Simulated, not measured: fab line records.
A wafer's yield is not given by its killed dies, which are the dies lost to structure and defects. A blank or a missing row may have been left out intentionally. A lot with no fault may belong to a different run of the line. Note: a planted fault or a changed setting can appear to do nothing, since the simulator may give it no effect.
Commonality check across tools ; flow gf180mcu ; Sampled: 12 lots, 42 wafers

WHY THIS WAS OPENED
At GF_HV_LDD_TW_MEAS_38 the reading HV_LDD_3_TW is flagged on 2 of 12 lots. No-fault wafers: 1435, standard deviation 6.3.
Rule: a lot gets a flag if all its wafers with a number sit over 4 standard deviations from that mean, or if no wafer of it has a number. The rest of the lots are taken to be sound.

lot;measured;on;HV_LDD_3_TW, wafer by wafer;flag
L961;day 11 21:44;film metro-02;1435 1432 1435;
L962;day 12 01:33;film metro-04;1439 1439 1440;
L964;day 13 02:40;film metro-01;1439 1436 1436;
L965;day 13 03:00;film metro-01;1436 1433 1441;
L966;day 13 09:19;film metro-02;1442 1444 1434;
L967;day 14 03:08;film metro-02;1436 1432 1431;
L968;day 14 05:38;film metro-02;1340 1328 1330 1333 1329 1332;FLAGGED
L971;day 15 00:22;film metro-02;1321 1315 1323 1320 1316 1321;FLAGGED
L978;day 17 11:30;film metro-02;1446 1437 1439;
L979;day 17 19:58;film metro-01;1426 1430 1428;
L981;day 18 18:53;film metro-01;1424 1430 1432;
L984;day 19 17:22;film metro-02;1435 1438 1445;
The mean of the flagged lots' numbers is 1326, -109 from the usual (-17 standard deviations).

EACH LOT AND THE TOOL IT RAN ON
Before the reading, the record contains 2 process steps out of a 602-step route. Cell contents, in order: the tool; ch with the chambers the sampled wafers went through; the start.
lot;flag;GF_VT_IMPLANT_RTA_45;GF_HV_LDD_IMPLANT_35
L961;;rtp anneal-01 ch 0, day 7 16:44;implanter-04 ch 0, day 11 21:21
L962;;rtp anneal-01 ch 0, day 7 20:30;implanter-03 ch 0, day 12 01:10
L964;;rtp anneal-02 ch 0, day 8 17:44;implanter-02 ch 0, day 13 02:16
L965;;rtp anneal-01 ch 0, day 8 20:28;implanter-03 ch 0, day 13 02:37
L966;;rtp anneal-01 ch 0, day 9 00:50;implanter-03 ch 0, day 13 08:55
L967;;rtp anneal-01 ch 0, day 9 13:08;implanter-04 ch 0, day 14 02:44
L968;FLAGGED;rtp anneal-01 ch 0, day 9 16:08;implanter-03 ch 0, day 14 05:14
L971;FLAGGED;rtp anneal-01 ch 0, day 10 10:47;implanter-03 ch 0, day 14 23:58
L978;;rtp anneal-02 ch 0, day 12 11:49;implanter-04 ch 0, day 17 11:07
L979;;rtp anneal-01 ch 0, day 12 18:02;implanter-04 ch 0, day 17 19:34
L981;;rtp anneal-02 ch 0, day 13 09:55;implanter-04 ch 0, day 18 18:29
L984;;rtp anneal-02 ch 0, day 14 04:41;implanter-02 ch 0, day 19 16:58
These steps, and what they do:
- GF_VT_IMPLANT_RTA_45: time 30 s.
- GF_HV_LDD_IMPLANT_35
- GF_HV_LDD_TW_MEAS_38

FLAGGED OVER TOTAL, TOOL BY TOOL (the gauges that took the reading come last)
step;tool;lots run;flagged;share of the flagged lots;sound lots run after its first flagged lot
GF_VT_IMPLANT_RTA_45;rtp anneal-01;8;2;all;1 (L979)
GF_VT_IMPLANT_RTA_45;rtp anneal-02;4;0;none;-
GF_HV_LDD_IMPLANT_35;implanter-02;2;0;none;-
GF_HV_LDD_IMPLANT_35;implanter-03;5;2;all;0
GF_HV_LDD_IMPLANT_35;implanter-04;5;0;none;-
GF_HV_LDD_TW_MEAS_38;film metro-01;4;0;none;-
GF_HV_LDD_TW_MEAS_38;film metro-02;7;2;all;2 (L978,L984)
GF_HV_LDD_TW_MEAS_38;film metro-04;1;0;none;-

THE TABLE: WHAT IT ALLOWS
Every flagged lot was run by 3 rows of the table: rtp anneal-01 at GF_VT_IMPLANT_RTA_45, implanter-03 at GF_HV_LDD_IMPLANT_35 and film metro-02 at GF_HV_LDD_TW_MEAS_38.
- rtp anneal-01 at GF_VT_IMPLANT_RTA_45 ran 8 lots, 2 of them flagged. After the first flagged lot (L979), sound lots still ran on it; a lasting fault on the whole tool would not permit that.
- implanter-03 at GF_HV_LDD_IMPLANT_35 ran 5 lots, 2 of them flagged. It ran its last sound lot, L966, at day 13 08:55 and its first flagged lot, L968, at day 14 05:14: a fault with its onset between the two fits. Its own readings (dose ions cm2, faraday current uA) fall more than 4 standard deviations out on all wafers of the flagged lots.
- film metro-02 at GF_HV_LDD_TW_MEAS_38 ran 7 lots, 2 of them flagged. After the first flagged lot (L978, L984), sound lots still ran on it; a lasting fault on the whole tool would not permit that.
implanter-03 at GF_HV_LDD_IMPLANT_35 is the single tool remaining.

WHAT THE SIMULATOR PUT IN
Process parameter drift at GF_HV_LDD_IMPLANT_35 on implanter-03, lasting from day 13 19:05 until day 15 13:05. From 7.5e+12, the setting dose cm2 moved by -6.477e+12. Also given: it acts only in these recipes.
Shown lots that were struck: L968, L971. This agrees with what the rule above found.
